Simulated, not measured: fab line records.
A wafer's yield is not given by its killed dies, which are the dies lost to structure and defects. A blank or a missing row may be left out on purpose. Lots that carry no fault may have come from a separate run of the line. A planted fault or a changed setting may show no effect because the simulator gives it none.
fab line records	flow sky130
record lots=24	wafers=72	last_day=50
route steps=708 shown CONTACT@424 METAL1@435 METAL2@501 PASSIVATION@683
lots that met no fault: from a run of the same line without faults
start_h: start of the lot's first displayed wafer, in hours after the record's first day	wait_h: hours elapsed since this lot's preceding step	" as in the row above	L1.1+2: a single row standing in for several wafers	- value missing, or start not given	* or withheld: withheld	< > ~ a bound
route shown NAME@n: names a module that has steps shown in the file, with the first one's number in the route	usual: mean and standard deviation over wafers with no fault	same: alike in all rows	chamber/n: place in a boat	sites: per-site readings	_std_site: the values' standard deviation	_edge_site: outer sites' mean less inner sites'	radius_mm: for every site, how far away it sits from the centre of the wafer	mask NAME#n: copy n	behind: the most recent tool/chamber to have shaped the wafer	hold: why the lot was held/for how many hours/how that ended	device: the transistor (n, p or np) that didn't switch	end of line: at the end of the route, the tests of the same wafers	a step given without rows: its recipe and nothing more	killed: dies that structure and defects cost at the first sort, which is not the same as the wafer's yield	map: a wafer's dies, x killed, . not, _ none there
set.NAME: the setting as run; set.NAME@STEP: as run at that earlier step	model.NAME: the simulator's own value behind a step, which no gauge read
route steps across a sampled set of lots; one table per step, one row per wafer
services: the hour from which a tool's chamber was out of use, counted from the record's first day as start_h (under 0 if before that day), plus the number of hours and why
## steps
# step SKY_CONTACT_ETCH_18
# recipe target=Si3N4	chemistry=CHF3/O2	stop_on=TiN	source_w=600	bias_w=200	pressure_mtorr=40	chf3_flow_sccm=50	O2_flow_sccm=5	time_s=39	target_depth_a=750
# usual drypump_motor_current_A=5.8/0.54	oes_product_au=0.857/0.0069	throttle_valve_pct=8.794/0.0091
lot.wafer	tool	chamber	start_h	wait_h	drypump_motor_current_A	oes_product_au	rf_hours_counter_h	throttle_valve_pct
L074.1	rie_diel-04	1	-	-	5.1	0.847	11	8.788
L074.2	"	0	"	"	6.1	0.843	11	8.808
L074.3	"	2	"	"	6.5	0.841	10	8.796
L075.1	rie_diel-01	0	-	-	5.7	0.858	10	8.799
L075.4	"	3	"	"	5.8	0.861	-	8.799
L075.5	"	0	"	"	5.7	0.862	-	8.796
L076.1	rie_diel-01	0	-	-	5.7	0.856	10	8.779
L076.3	"	1	"	"	5.7	0.853	12	8.816
L076.4	"	2	"	"	6.5	0.858	0	8.806
L077.1	rie_diel-03	1	-	-	5.3	0.857	5	8.797
L077.4	"	3	"	"	6.7	0.868	14	8.793
L077.6	"	0	"	"	5.6	0.869	-	8.793
L078.2	rie_diel-04	1	-	-	5.0	0.869	13	8.799
L078.3	"	0	"	"	6.1	0.857	12	8.782
L078.5	"	2	"	"	6.5	0.864	-	8.808
L079.3	rie_diel-04	1	-	-	5.0	0.849	13	8.786
L079.4	"	3	"	"	6.1	0.863	33	8.797
L079.5	"	1	"	"	5.0	0.861	-	8.811
L080.2	rie_diel-04	1	-	-	5.1	0.858	13	8.789
L080.3	"	2	"	"	6.5	0.843	11	8.785
L080.6	"	3	"	"	6.0	0.866	-	8.800
L081.2	rie_diel-03	3	-	-	6.7	0.858	15	8.774
L081.5	"	1	"	"	5.3	0.867	-	8.787
L081.6	"	2	"	"	5.1	0.858	-	8.784
L082.2	rie_diel-03	1	-	-	5.3	0.852	6	8.796
L082.3	"	0	"	"	5.6	0.852	15	8.816
L082.6	"	2	"	"	5.0	0.859	-	8.797
L083.3	rie_diel-04	1	-	-	5.1	0.852	14	8.784
L083.4	"	3	"	"	6.0	0.861	34	8.798
L083.6	"	3	"	"	6.0	0.853	-	8.802
L084.2	rie_diel-01	3	-	-	5.8	0.859	10	8.793
L084.4	"	0	"	"	5.7	0.861	12	8.788
L084.6	"	2	"	"	6.5	0.871	-	8.810
L085.1	rie_diel-03	1	-	-	5.3	0.852	7	8.795
L085.2	"	2	"	"	5.1	0.852	10	8.800
L085.5	"	2	"	"	5.0	0.861	-	8.793
L086.2	rie_diel-01	0	-	-	5.7	0.858	13	8.788
L086.3	"	3	"	"	5.8	0.858	10	8.803
L086.6	"	2	"	"	6.5	0.856	-	8.809
L087.1	rie_diel-04	1	-	-	5.0	0.848	15	8.784
L087.2	"	2	"	"	6.5	0.850	13	8.811
L087.3	"	0	"	"	6.1	0.847	14	8.787
L088.1	rie_diel-01	3	-	-	5.7	0.840	11	8.789
L088.4	"	0	"	"	5.7	0.849	13	8.789
L088.5	"	2	"	"	6.5	0.854	-	8.790
L089.1	rie_diel-04	1	-	-	5.1	0.854	15	8.796
L089.4	"	2	"	"	6.5	0.862	13	8.804
L089.6	"	1	"	"	5.1	0.852	-	8.791
L090.1	rie_diel-03	1	-	-	5.3	0.858	8	8.798
L090.3	"	3	"	"	6.7	0.868	17	8.799
L090.6	"	3	"	"	6.7	0.861	-	8.786
L091.1	rie_diel-04	3	-	-	6.1	0.856	1	8.796
L091.3	"	0	"	"	6.0	0.857	15	8.778
L091.4	"	1	"	"	5.1	0.862	16	8.795
L092.1	rie_diel-03	3	-	-	6.7	0.847	18	8.786
L092.2	"	2	"	"	5.1	0.845	11	8.796
L092.6	"	1	"	"	5.3	0.869	-	8.807
L093.2	rie_diel-01	0	-	-	5.7	0.851	14	8.771
L093.3	"	1	"	"	5.6	0.850	16	8.798
L093.4	"	3	"	"	5.8	0.863	12	8.798
L094.1	rie_diel-01	3	-	-	5.7	0.859	12	8.799
L094.3	"	2	"	"	6.5	0.863	4	8.784
L094.6	"	2	"	"	6.5	0.857	-	8.770
L095.1	rie_diel-04	3	-	-	6.0	0.855	2	8.779
L095.4	"	1	"	"	5.1	0.857	17	8.797
L095.5	"	1	"	"	5.1	0.858	-	8.815
L096.2	rie_diel-04	2	-	-	6.5	0.859	15	8.778
L096.5	"	2	"	"	6.5	0.858	-	8.793
L096.6	"	1	"	"	5.1	0.862	-	8.815
L097.3	rie_diel-03	1	-	-	5.3	0.852	10	8.799
L097.4	"	2	"	"	5.1	0.865	13	8.798
L097.5	"	2	"	"	5.1	0.858	-	8.789
# step SKY_METAL1_SPUTTER_01
# recipe material=TiN	target_thk_nm=20	power_w=6500	time_s=16.7	chamber_pressure_pa=0.4
# usual throttle_valve_pct=29.4/1.2
lot.wafer	tool	chamber	start_h	wait_h	throttle_valve_pct
L074.1	pvd_sputter-01	-	725.26	0.0	29.5
L074.2	"	-	"	"	30.2
L074.3	"	-	"	"	30.0
L075.1	pvd_sputter-01	-	744.13	0.0	30.0
L075.4	"	-	"	"	29.7
L075.5	"	-	"	"	30.0
L076.1	pvd_sputter-01	-	755.64	0.0	30.4
L076.3	"	-	"	"	29.3
L076.4	"	-	"	"	29.9
L077.1	pvd_sputter-03	-	765.09	0.0	30.2
L077.4	"	-	"	"	27.8
L077.6	"	-	"	"	30.4
L078.2	pvd_sputter-01	-	768.90	0.0	29.7
L078.3	"	-	"	"	29.3
L078.5	"	-	"	"	29.3
L079.3	pvd_sputter-03	-	774.46	0.0	27.7
L079.4	"	-	"	"	28.9
L079.5	"	-	"	"	29.8
L080.2	pvd_sputter-03	-	782.59	0.0	30.4
L080.3	"	-	"	"	29.5
L080.6	"	-	"	"	28.9
L081.2	pvd_sputter-02	-	791.55	0.0	31.1
L081.5	"	-	"	"	30.0
L081.6	"	-	"	"	26.6
L082.2	pvd_sputter-03	-	796.90	0.0	27.8
L082.3	"	-	"	"	28.8
L082.6	"	-	"	"	30.2
L083.3	pvd_sputter-02	-	805.18	0.0	30.3
L083.4	"	-	"	"	28.5
L083.6	"	-	"	"	26.2
L084.2	pvd_sputter-01	-	823.13	0.0	29.9
L084.4	"	-	"	"	30.4
L084.6	"	-	"	"	29.1
L085.1	pvd_sputter-02	-	823.44	0.0	30.1
L085.2	"	-	"	"	28.4
L085.5	"	-	"	"	26.1
L086.2	pvd_sputter-03	-	832.88	0.0	30.5
L086.3	"	-	"	"	28.0
L086.6	"	-	"	"	27.7
L087.1	pvd_sputter-02	-	839.49	0.0	28.5
L087.2	"	-	"	"	31.6
L087.3	"	-	"	"	26.2
L088.1	pvd_sputter-01	-	848.18	0.0	29.3
L088.4	"	-	"	"	30.4
L088.5	"	-	"	"	30.2
L089.1	pvd_sputter-01	-	858.66	0.0	29.7
L089.4	"	-	"	"	29.8
L089.6	"	-	"	"	29.2
L090.1	pvd_sputter-02	-	862.79	0.0	26.3
L090.3	"	-	"	"	28.6
L090.6	"	-	"	"	28.6
L091.1	pvd_sputter-02	-	871.83	0.0	26.0
L091.3	"	-	"	"	28.8
L091.4	"	-	"	"	31.3
L092.1	pvd_sputter-03	-	881.28	0.0	29.8
L092.2	"	-	"	"	27.5
L092.6	"	-	"	"	29.8
L093.2	pvd_sputter-02	-	882.66	0.0	31.6
L093.3	"	-	"	"	28.6
L093.4	"	-	"	"	30.4
L094.1	pvd_sputter-01	-	891.79	0.0	30.2
L094.3	"	-	"	"	29.7
L094.6	"	-	"	"	29.8
L095.1	pvd_sputter-01	-	897.84	0.0	29.5
L095.4	"	-	"	"	29.6
L095.5	"	-	"	"	29.4
L096.2	pvd_sputter-01	-	902.84	0.0	29.2
L096.5	"	-	"	"	29.8
L096.6	"	-	"	"	30.0
L097.3	pvd_sputter-01	-	922.56	0.0	29.9
L097.4	"	-	"	"	29.2
L097.5	"	-	"	"	29.3
# step SKY_METAL1_SPUTTER_02
# recipe material=AlCu	target_thk_nm=250	power_w=10600	time_s=13.3	chamber_pressure_pa=0.4
# usual throttle_valve_pct=29.4/1.2
lot.wafer	tool	chamber	start_h	wait_h	throttle_valve_pct
L074.1	pvd_sputter-01	-	725.29	0.0	29.5
L074.2	"	-	"	"	30.3
L074.3	"	-	"	"	30.0
L075.1	pvd_sputter-01	-	744.15	0.0	29.9
L075.4	"	-	"	"	29.9
L075.5	"	-	"	"	29.8
L076.1	pvd_sputter-01	-	755.67	0.0	30.3
L076.3	"	-	"	"	29.4
L076.4	"	-	"	"	30.2
L077.1	pvd_sputter-03	-	765.12	0.0	30.1
L077.4	"	-	"	"	28.0
L077.6	"	-	"	"	30.1
L078.2	pvd_sputter-01	-	768.92	0.0	29.8
L078.3	"	-	"	"	29.4
L078.5	"	-	"	"	29.3
L079.3	pvd_sputter-03	-	774.49	0.0	27.9
L079.4	"	-	"	"	28.9
L079.5	"	-	"	"	30.0
L080.2	pvd_sputter-03	-	782.62	0.0	30.3
L080.3	"	-	"	"	29.7
L080.6	"	-	"	"	28.9
L081.2	pvd_sputter-02	-	791.58	0.0	31.0
L081.5	"	-	"	"	30.1
L081.6	"	-	"	"	26.2
L082.2	pvd_sputter-03	-	796.92	0.0	27.9
L082.3	"	-	"	"	29.0
L082.6	"	-	"	"	30.3
L083.3	pvd_sputter-02	-	805.21	0.0	30.1
L083.4	"	-	"	"	28.4
L083.6	"	-	"	"	26.4
L084.2	pvd_sputter-01	-	823.15	0.0	29.7
L084.4	"	-	"	"	30.1
L084.6	"	-	"	"	29.3
L085.1	pvd_sputter-02	-	823.47	0.0	30.3
L085.2	"	-	"	"	28.7
L085.5	"	-	"	"	26.4
L086.2	pvd_sputter-03	-	832.91	0.0	30.4
L086.3	"	-	"	"	27.6
L086.6	"	-	"	"	27.9
L087.1	pvd_sputter-02	-	839.51	0.0	28.4
L087.2	"	-	"	"	31.3
L087.3	"	-	"	"	26.2
L088.1	pvd_sputter-01	-	848.21	0.0	29.0
L088.4	"	-	"	"	30.3
L088.5	"	-	"	"	30.3
L089.1	pvd_sputter-01	-	858.68	0.0	29.7
L089.4	"	-	"	"	29.7
L089.6	"	-	"	"	29.4
L090.1	pvd_sputter-02	-	862.82	0.0	26.4
L090.3	"	-	"	"	28.7
L090.6	"	-	"	"	28.8
L091.1	pvd_sputter-02	-	871.85	0.0	26.1
L091.3	"	-	"	"	28.8
L091.4	"	-	"	"	31.2
L092.1	pvd_sputter-03	-	881.31	0.0	29.8
L092.2	"	-	"	"	27.8
L092.6	"	-	"	"	29.8
L093.2	pvd_sputter-02	-	882.69	0.0	31.5
L093.3	"	-	"	"	28.6
L093.4	"	-	"	"	30.4
L094.1	pvd_sputter-01	-	891.82	0.0	30.3
L094.3	"	-	"	"	29.9
L094.6	"	-	"	"	30.3
L095.1	pvd_sputter-01	-	897.87	0.0	29.9
L095.4	"	-	"	"	29.2
L095.5	"	-	"	"	29.7
L096.2	pvd_sputter-01	-	902.87	0.0	29.2
L096.5	"	-	"	"	29.5
L096.6	"	-	"	"	29.8
L097.3	pvd_sputter-01	-	922.59	0.0	30.0
L097.4	"	-	"	"	29.1
L097.5	"	-	"	"	29.3
# step SKY_METAL1_CD_MEAS_15
# recipe target_cd_nm=140
# usual cd_nm=140.2/1.5
lot.wafer	tool	chamber	start_h	wait_h	cd_nm
L074.1	cd_sem-01	-	752.93	-	139.3
L074.2	"	-	"	"	139.8
L074.3	"	-	"	"	137.6
L075.1	cd_sem-01	-	771.69	-	141.9
L075.4	"	-	"	"	143.3
L075.5	"	-	"	"	141.3
L076.1	cd_sem-01	-	783.22	-	139.8
L076.3	"	-	"	"	139.2
L076.4	"	-	"	"	139.7
L077.1	cd_sem-01	-	792.48	-	138.3
L077.4	"	-	"	"	138.6
L077.6	"	-	"	"	138.3
L078.2	cd_sem-01	-	795.90	-	139.2
L078.3	"	-	"	"	139.1
L078.5	"	-	"	"	139.8
L079.3	cd_sem-01	-	801.69	-	138.4
L079.4	"	-	"	"	138.7
L079.5	"	-	"	"	138.9
L080.2	cd_sem-01	-	808.70	-	141.0
L080.3	"	-	"	"	141.0
L080.6	"	-	"	"	141.6
L081.2	cd_sem-02	-	817.71	-	139.2
L081.5	"	-	"	"	139.5
L081.6	"	-	"	"	140.2
L082.2	cd_sem-01	-	823.55	-	141.1
L082.3	"	-	"	"	140.8
L082.6	"	-	"	"	141.7
L083.3	cd_sem-01	-	831.72	-	136.7
L083.4	"	-	"	"	137.5
L083.6	"	-	"	"	136.7
L084.2	cd_sem-01	-	849.30	-	136.6
L084.4	"	-	"	"	137.9
L084.6	"	-	"	"	138.2
L085.1	cd_sem-01	-	849.63	-	139.6
L085.2	"	-	"	"	140.9
L085.5	"	-	"	"	141.1
L086.2	cd_sem-02	-	858.89	-	140.1
L086.3	"	-	"	"	140.6
L086.6	"	-	"	"	140.3
L087.1	cd_sem-01	-	865.69	-	140.3
L087.2	"	-	"	"	140.3
L087.3	"	-	"	"	140.5
L088.1	cd_sem-01	-	873.99	-	141.0
L088.4	"	-	"	"	141.5
L088.5	"	-	"	"	139.4
L089.1	cd_sem-02	-	885.64	-	140.3
L089.4	"	-	"	"	139.6
L089.6	"	-	"	"	141.1
L090.1	cd_sem-01	-	889.07	-	141.9
L090.3	"	-	"	"	141.9
L090.6	"	-	"	"	142.0
L091.1	cd_sem-02	-	898.09	-	141.7
L091.3	"	-	"	"	141.4
L091.4	"	-	"	"	142.1
L092.1	cd_sem-01	-	906.38	-	140.0
L092.2	"	-	"	"	140.0
L092.6	"	-	"	"	138.3
L093.2	cd_sem-01	-	908.44	-	141.2
L093.3	"	-	"	"	142.4
L093.4	"	-	"	"	141.2
L094.1	cd_sem-02	-	917.13	-	141.1
L094.3	"	-	"	"	142.5
L094.6	"	-	"	"	141.1
L095.1	cd_sem-02	-	922.68	-	140.3
L095.4	"	-	"	"	140.6
L095.5	"	-	"	"	140.3
L096.2	cd_sem-01	-	926.50	-	141.1
L096.5	"	-	"	"	141.5
L096.6	"	-	"	"	141.7
L097.3	cd_sem-01	-	947.81	-	140.4
L097.4	"	-	"	"	141.0
L097.5	"	-	"	"	141.8
# step SKY_METAL2_ETCH_18
# recipe chemistry=N2/H2	target=BARC	ion_energy_ev=200	bias_w=100	pressure_mtorr=30	n2_flow_sccm=100	h2_flow_sccm=200	icp_w=500	stop_on=SiO2	time_s=45.9	target_depth_a=600
# usual drypump_motor_current_A=5.8/0.51	h2_flow_sccm=200.0/0.53	oes_product_au=0.854/0.0049	throttle_valve_pct=13.226/0.0092
lot.wafer	tool	chamber	start_h	wait_h	drypump_motor_current_A	h2_flow_sccm	oes_product_au	rf_hours_counter_h	throttle_valve_pct
L074.1	rie_metal-02	1	810.36	0.0	6.3	199.6	0.852	13	13.226
L074.2	"	0	"	"	6.2	199.8	0.848	6	13.226
L074.3	"	1	"	"	6.3	199.0	0.858	-	13.232
L075.1	rie_metal-04	0	827.82	0.0	6.2	200.2	0.862	4	13.237
L075.4	"	0	"	"	6.2	199.6	0.848	-	13.228
L075.5	"	1	"	"	5.2	200.3	0.853	-	13.223
L076.1	rie_metal-02	1	841.05	0.0	6.3	199.9	0.852	14	13.240
L076.3	"	1	"	"	6.3	201.6	0.856	-	13.235
L076.4	"	0	"	"	6.2	199.5	0.863	-	13.223
L077.1	rie_metal-03	1	848.52	0.0	5.9	199.4	0.854	14	13.231
L077.4	"	1	"	"	5.9	199.7	0.852	-	13.215
L077.6	"	1	"	"	5.9	199.2	0.854	-	13.238
L078.2	rie_metal-02	0	853.71	0.0	6.2	200.4	0.855	8	13.229
L078.3	"	0	"	"	6.2	200.3	0.848	-	13.229
L078.5	"	0	"	"	6.2	199.6	0.844	-	13.226
L079.3	rie_metal-03	1	858.13	0.0	5.8	200.9	0.855	-	13.239
L079.4	"	0	"	"	5.0	200.1	0.856	-	13.236
L079.5	"	0	"	"	5.0	200.5	0.858	-	13.240
L080.2	rie_metal-02	1	864.85	0.0	6.3	199.6	0.850	16	13.216
L080.3	"	1	"	"	6.3	200.4	0.855	-	13.211
L080.6	"	1	"	"	6.3	200.6	0.866	-	13.217
L081.2	rie_metal-02	1	873.27	0.0	6.3	199.5	0.846	16	13.221
L081.5	"	1	"	"	6.3	200.0	0.848	-	13.216
L081.6	"	0	"	"	6.2	200.0	0.850	-	13.227
L082.2	rie_metal-02	0	880.27	0.0	6.2	200.5	0.849	9	13.234
L082.3	"	1	"	"	6.3	200.4	0.851	-	13.233
L082.6	"	0	"	"	6.2	200.9	0.849	-	13.248
L083.3	rie_metal-04	0	887.17	0.0	6.1	199.9	0.843	-	13.219
L083.4	"	1	"	"	5.2	199.5	0.851	-	13.210
L083.6	"	0	"	"	6.2	199.7	0.858	-	13.224
L084.2	rie_metal-03	1	904.25	0.0	5.9	199.5	0.855	16	13.229
L084.4	"	0	"	"	5.0	200.2	0.853	-	13.218
L084.6	"	1	"	"	5.9	200.3	0.858	-	13.213
L085.1	rie_metal-02	0	905.23	0.1	6.2	200.3	0.852	10	13.231
L085.2	"	0	"	"	6.2	199.5	0.848	-	13.237
L085.5	"	0	"	"	6.2	199.4	0.852	-	13.224
L086.2	rie_metal-03	1	913.60	0.0	5.9	200.8	0.851	17	13.213
L086.3	"	1	"	"	5.9	200.5	0.852	-	13.220
L086.6	"	0	"	"	5.0	199.6	0.852	-	13.206
L087.1	rie_metal-02	1	919.86	0.0	6.3	200.9	0.855	17	13.222
L087.2	"	0	"	"	6.2	199.6	0.851	11	13.222
L087.3	"	0	"	"	6.2	200.4	0.851	-	13.230
L088.1	rie_metal-04	1	927.02	0.0	5.2	199.9	0.849	2	13.227
L088.4	"	0	"	"	6.2	200.5	0.859	-	13.220
L088.5	"	0	"	"	6.2	200.3	0.852	-	13.225
L089.1	rie_metal-02	0	939.54	0.1	6.2	199.6	0.848	13	13.234
L089.4	"	0	"	"	6.2	199.8	0.853	-	13.225
L089.6	"	0	"	"	6.2	200.3	0.845	-	13.213
L090.1	rie_metal-03	0	942.40	0.1	5.0	199.4	0.847	13	13.204
L090.3	"	0	"	"	5.0	199.7	0.856	-	13.230
L090.6	"	0	"	"	5.0	200.6	0.852	-	13.221
L091.1	rie_metal-02	0	950.95	0.1	6.2	199.8	0.856	14	13.229
L091.3	"	0	"	"	6.2	200.1	0.857	-	13.221
L091.4	"	0	"	"	6.2	200.2	0.852	-	13.221
L092.1	rie_metal-02	1	958.51	0.0	6.3	199.1	0.862	0	13.232
L092.2	"	0	"	"	6.2	200.4	0.856	15	13.225
L092.6	"	0	"	"	6.2	200.9	0.851	-	13.226
L093.2	rie_metal-04	1	960.85	0.0	5.2	200.5	0.853	4	13.235
L093.3	"	1	"	"	5.2	200.5	0.861	-	13.213
L093.4	"	0	"	"	6.2	199.2	0.864	-	13.232
L094.1	rie_metal-03	1	970.66	0.0	5.9	200.0	0.857	1	13.214
L094.3	"	1	"	"	5.9	200.7	0.850	-	13.231
L094.6	"	0	"	"	5.0	201.2	0.854	-	13.217
L095.1	rie_metal-03	0	974.62	0.0	5.0	201.2	0.859	15	13.226
L095.4	"	1	"	"	5.9	200.5	0.853	-	13.226
L095.5	"	1	"	"	5.9	200.6	0.857	-	13.217
L096.2	rie_metal-03	0	978.11	0.0	5.0	199.9	0.857	15	13.226
L096.5	"	1	"	"	5.9	199.8	0.863	-	13.218
L096.6	"	0	"	"	5.0	200.4	0.860	-	13.223
L097.3	rie_metal-04	1	999.14	0.0	5.2	199.5	0.855	-	13.237
L097.4	"	0	"	"	6.2	200.3	0.852	-	13.220
L097.5	"	0	"	"	6.2	200.2	0.864	-	13.233
# step SKY_PASSIVATION_CVD_02
# recipe material=Si3N4	target_thk_nm=540	temp_c=400	time_s=withheld	rf_w=450
# usual heater_power_w=747/130	susceptor_temp_C=400.00/0.21
lot.wafer	tool	chamber	start_h	wait_h	heater_power_w	susceptor_temp_C
L074.1	pecvd-04	1	1021.83	0.1	654	400.27
L074.2	"	0	"	"	799	399.74
L074.3	"	2	"	"	834	399.84
L075.1	pecvd-01	1	1037.02	0.1	703	400.24
L075.4	"	2	"	"	705	399.93
L075.5	"	1	"	"	718	399.94
L076.1	pecvd-03	1	1049.17	0.1	867	399.93
L076.3	"	0	"	"	774	400.10
L076.4	"	1	"	"	874	399.94
L077.1	pecvd-01	2	1052.87	0.1	615	400.03
L077.4	"	0	"	"	771	399.85
L077.6	"	2	"	"	662	400.08
L078.2	pecvd-03	2	1060.08	0.0	548	399.81
L078.3	"	1	"	"	847	400.03
L078.5	"	2	"	"	562	400.06
L079.3	pecvd-03	1	1061.70	0.0	897	400.08
L079.4	"	2	"	"	542	400.07
L079.5	"	0	"	"	880	400.49
L080.2	pecvd-03	1	1066.45	0.0	834	400.00
L080.3	"	0	"	"	815	399.95
L080.6	"	2	"	"	469	400.30
L081.2	pecvd-01	0	1072.48	0.0	846	399.60
L081.5	"	0	"	"	688	400.06
L081.6	"	1	"	"	708	400.24
L082.2	pecvd-03	0	1077.40	0.0	776	399.99
L082.3	"	2	"	"	487	399.82
L082.6	"	2	"	"	545	400.02
L083.3	pecvd-01	1	1085.58	0.0	634	399.97
L083.4	"	0	"	"	843	400.34
L083.6	"	2	"	"	724	400.01
L084.2	pecvd-01	1	1098.33	0.0	733	399.62
L084.4	"	1	"	"	604	399.71
L084.6	"	0	"	"	678	399.72
L085.1	pecvd-03	0	1099.52	0.1	774	400.10
L085.2	"	2	"	"	557	399.79
L085.5	"	1	"	"	747	399.81
L086.2	pecvd-03	0	1106.83	0.0	751	400.09
L086.3	"	2	"	"	545	399.99
L086.6	"	0	"	"	761	399.73
L087.1	pecvd-03	2	1113.12	0.1	482	399.95
L087.2	"	0	"	"	839	399.92
L087.3	"	1	"	"	894	400.14
L088.1	pecvd-03	2	1117.79	0.1	509	400.30
L088.4	"	2	"	"	562	400.39
L088.5	"	1	"	"	820	399.90
L089.1	pecvd-03	2	1128.13	0.1	594	400.08
L089.4	"	2	"	"	472	400.04
L089.6	"	0	"	"	717	400.18
L090.1	pecvd-03	0	1130.43	0.1	859	400.07
L090.3	"	1	"	"	770	399.90
L090.6	"	0	"	"	880	399.71
L091.1	pecvd-04	0	1138.80	0.1	876	400.14
L091.3	"	2	"	"	902	400.20
L091.4	"	0	"	"	710	399.98
L092.1	pecvd-03	2	1141.45	0.1	545	400.05
L092.2	"	0	"	"	852	400.05
L092.6	"	2	"	"	568	400.07
L093.2	pecvd-04	2	1146.10	0.0	894	400.21
L093.3	"	0	"	"	859	399.59
L093.4	"	2	"	"	915	400.05
L094.1	pecvd-01	2	1152.02	0.1	630	400.12
L094.3	"	0	"	"	778	400.23
L094.6	"	1	"	"	707	399.79
L095.1	pecvd-04	1	1155.17	0.1	697	400.07
L095.4	"	2	"	"	988	400.04
L095.5	"	1	"	"	718	399.96
L096.2	pecvd-03	2	1158.38	0.0	542	399.88
L096.5	"	2	"	"	563	400.20
L096.6	"	0	"	"	889	399.78
L097.3	pecvd-03	0	1173.38	0.0	743	400.16
L097.4	"	0	"	"	806	400.41
L097.5	"	1	"	"	868	400.27
## services
tool	chamber	start_h	hours	kind
pvd_sputter-03	-	724.94	3.4	repair
pvd_sputter-02	-	738.18	6.3	repair
pvd_sputter-01	-	740.09	3.8	repair
pvd_sputter-02	-	742.22	2.6	repair
pecvd-03	2	755.92	1.8	repair
pvd_sputter-02	-	782.67	3.3	repair
pvd_sputter-01	-	811.99	2.3	repair
pvd_sputter-03	-	821.12	5.7	repair
pvd_sputter-02	-	833.03	6.0	repair
pvd_sputter-02	-	848.86	2.2	repair
pvd_sputter-03	-	911.40	2.3	repair
pvd_sputter-02	-	922.04	4.1	repair
pecvd-03	1	934.04	8.8	repair
pvd_sputter-02	-	941.44	5.5	repair
pvd_sputter-02	-	952.73	1.2	repair
pecvd-03	-	968.31	1.1	repair
pvd_sputter-03	-	982.94	2.3	repair
pecvd-03	-	996.82	0.5	repair
pvd_sputter-02	-	1020.75	3.3	repair
pvd_sputter-01	-	1090.19	24.9	repair
pvd_sputter-02	-	1091.59	0.9	repair
pvd_sputter-01	-	1149.01	15.3	repair
pvd_sputter-01	-	1158.76	3.3	repair
pvd_sputter-02	-	1165.36	2.9	repair
## key
fault none
